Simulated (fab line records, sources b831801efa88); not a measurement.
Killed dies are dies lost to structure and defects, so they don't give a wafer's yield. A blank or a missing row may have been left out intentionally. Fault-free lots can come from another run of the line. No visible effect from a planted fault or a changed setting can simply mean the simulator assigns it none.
Problem report, 8D (eight disciplines) form, completed by code :: flow sky130 :: the parts of the form that need people (team, actions taken, sign-off) are left out

== 1. WHAT WENT WRONG ==
Mean of cd_nm at SKY_VT_ADJUST_NCORE_CD_MEAS_07: 365.9 nm over 2 wafers from 1 lot, against 381.0 nm (standard deviation 2.6) on wafers with no fault. Measured from the usual mean, that is -5.8 standard deviations.
The step: target cd 380 nm.
Seen first at day 11 16:27 on cd_sem-01, wafer L648.1. Wafers with a number at this step in the record: 39, from 13 lots. Rule for "out", or "out of limits": more than 4 standard deviations from the usual mean. The rest of the wafers with a number are treated as sound.

== 2. WHAT IT IS AND WHAT IT IS NOT ==
question: which readings at this step
is: cd_nm
is not: -

question: which lots
is: L648
is not: L639, L641, L642, L643, L645, L653, L654, L655, L656, L659, L660, L661

question: which wafers of those lots
is: L648.1, L648.4
is not: L648.6

question: read on which gauges
is: cd_sem-01
is not: cd_sem-02

question: when
is: from day 11 16:27
is not: up to then (16 sound wafers); but 21 sound wafers of L653, L654, L655, L656, L659, L660, L661 came after

== 3. THE SUSPECTS, EACH WITH WHAT RULES IT OUT ==
Counting: if a tool at a process step up to the reading ran every lot that is out, it stays a suspect. Sound lots after the first of them don't rule it out here, since some wafers of a struck lot are sound.
- the gauge at SKY_VT_ADJUST_NCORE_CD_MEAS_07: kept. All the wafers that are out were read on cd_sem-01, and no step on other tools shows them out.
- litho_track-03 at SKY_VT_ADJUST_NCORE_DEVELOP_06 (develop time 60 s): kept. It ran the lot that is out, L648 (day 11 16:18); its last sound lot up to then is L641 (day 9 23:15).
Left after counting: litho_track-03 at SKY_VT_ADJUST_NCORE_DEVELOP_06, cd_sem-01 at SKY_VT_ADJUST_NCORE_CD_MEAS_07.

== 4. THE CAUSE (what the simulator had put in) ==
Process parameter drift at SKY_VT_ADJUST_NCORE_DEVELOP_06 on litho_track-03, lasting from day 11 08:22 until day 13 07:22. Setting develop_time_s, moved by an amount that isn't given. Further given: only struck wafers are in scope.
Counting left 2 suspects, and this tool is among them.

== 5. THE EFFECT CHAIN, in route order ==
Rows list readings where the struck wafers' mean (over those with a number) sits beyond 3 standard deviations from the usual. Scope: only readings with a usual standard deviation given in the record; hours: median across lots of the time from each lot's start at the first step in this table that gives one to its start at this step; sigmas: change in usual standard deviations.
hours: 0
step: SKY_VT_ADJUST_NCORE_CD_MEAS_07
reading: cd_nm
usual: 381.0 nm
on struck wafers: 365.9
change: -15.1
sigmas: -5.8
At these later measuring or inspecting steps, every struck wafer for which the step has a row has a number for every such reading, and none has moved that far: SKY_VT_ADJUST_PCH_TW_MEAS_10.

== 6. HOW IT WOULD HAVE BEEN CAUGHT EARLIER ==
In this record the first reading out of limits at a measuring or inspecting step was taken at day 11 16:27, 8 hours after the fault began at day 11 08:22.
Each of the lots that are out, 1 in all, had begun SKY_VT_ADJUST_NCORE_DEVELOP_06 on litho_track-03 no later than day 11 16:27. Tool hold at that time: it would have spared none of them.
